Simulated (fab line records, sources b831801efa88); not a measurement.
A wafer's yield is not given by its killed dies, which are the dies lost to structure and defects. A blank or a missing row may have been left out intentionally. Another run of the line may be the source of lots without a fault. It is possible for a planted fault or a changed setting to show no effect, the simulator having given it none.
Problem report in the 8D (eight disciplines) form, filled by code | flow sky130 | the parts of the form that need people (team, actions taken, sign-off) are left out

== 1. PROBLEM STATEMENT ==
Mean of killed_at_M4_up at SKY_PAD_OPEN_PROBE_99: 58.3 across 6 wafers in 2 lots; on wafers with no fault it is 3.2 (standard deviation 1.7). Measured from the usual mean, that is +32 standard deviations.
First observed at day 47 09:14: wafer L831.2, on prober-02. The record has a number at this step for 33 wafers belonging to 11 lots. The rule behind "out" and "out of limits": a value lying over 4 standard deviations away from the usual mean. Any other wafer with a number is counted as sound.

== 2. WHAT IT IS; WHAT IT IS NOT ==
question                    | is                                    | is not
which readings at this step | killed_at_M4_up, sort_bin_3_pad_short | killedAtFrontEnd, killedAtOther, killedOpen, sort_bin_6_memory
which lots                  | L831, L833                            | L826, L828, L830, L838, L839, L841, L844, L845, L846
which wafers of those lots  | all that have a number                | -
read on which tools         | prober-01, prober-02                  | -
when                        | from day 47 09:14                     | up to then (9 sound wafers); but 18 sound wafers of L838, L839, L841, L844, L845, L846 came after

== 3. WHAT RULES OUT EACH SUSPECT ==
Counting: a tool stays on the suspect list if, at a process step up to the reading, it processed all lots that are out and no sound lot following the first of them.
- rieMetal-03 at SKY_METAL4_ETCH_16 (etches BARC in N2/H2, stops on SiO2, time 88.2 s, target depth 60 nm): kept. Every lot that is out went through it, starting with L831 (day 43 15:13), and after that it ran no sound lot; the last sound lot it ran before then is L830 (day 43 11:36).
- pecvd-01 at SKY_PASSIVATION_CVD_00 (deposits SiO2, target thk 90 nm): ruled out as a lasting fault. After its first lot that is out, L831 (day 45 14:53), sound lots L838, L844 ran on it.
The count leaves rieMetal-03 at SKY_METAL4_ETCH_16.

== 4. THE CAUSE (what the simulator had put in) ==
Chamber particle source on rieMetal-03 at SKY_METAL4_ETCH_16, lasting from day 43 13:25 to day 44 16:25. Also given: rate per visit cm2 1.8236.
Only this tool survived the counting.

== 5. THE EFFECT CHAIN, in route order ==
One row per reading whose mean, taken over the struck wafers that have a number, lies over 3 standard deviations from the usual. Only readings for which the record gives a usual standard deviation are gone through. hours: the time from each lot's start at the first step in this table that gives one to its start at this step, as a median over the lots. sigmas: the change in usual standard deviations.
hours | step                  | reading              | usual  | on struck wafers | change | sigmas
0     | SKY_PAD_OPEN_PROBE_99 | defectLimitedYield   | 82.8 % | 73.6             | -9.2   | -4.8
0     | SKY_PAD_OPEN_PROBE_99 | killed_at_M4_up      | 3.2    | 58.3             | +55.1  | +32
0     | SKY_PAD_OPEN_PROBE_99 | killedDies           | 85     | 130              | +45    | +4.9
0     | SKY_PAD_OPEN_PROBE_99 | sort_bin_3_pad_short | 0.9 %  | 4.3              | +3.4   | +8.6
0     | SKY_PAD_OPEN_PROBE_99 | sort_bin_5_function  | 10.2 % | 15.8             | +5.6   | +3.7
0     | SKY_PAD_OPEN_PROBE_99 | sortNPass            | 407    | 362              | -45    | -4.9
0     | SKY_PAD_OPEN_PROBE_99 | sortYieldPct         | 82.8 % | 73.6             | -9.2   | -4.8
Process steps it contains:
- SKY_PAD_OPEN_PROBE_99

== 6. WHAT WOULD HAVE CAUGHT IT SOONER ==
In this record the first reading out of limits was taken at day 47 09:14, 92 hours after the fault began at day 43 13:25.
Of the tool readings at SKY_METAL4_ETCH_16 for which the record gives a usual standard deviation, none was out on any struck wafer, so an alarm limit of 4 standard deviations on them would not have fired.
Lots out: 2; all had begun SKY_METAL4_ETCH_16 on rieMetal-03 by day 47 09:14. Tool hold at that time: it would have spared none of them.
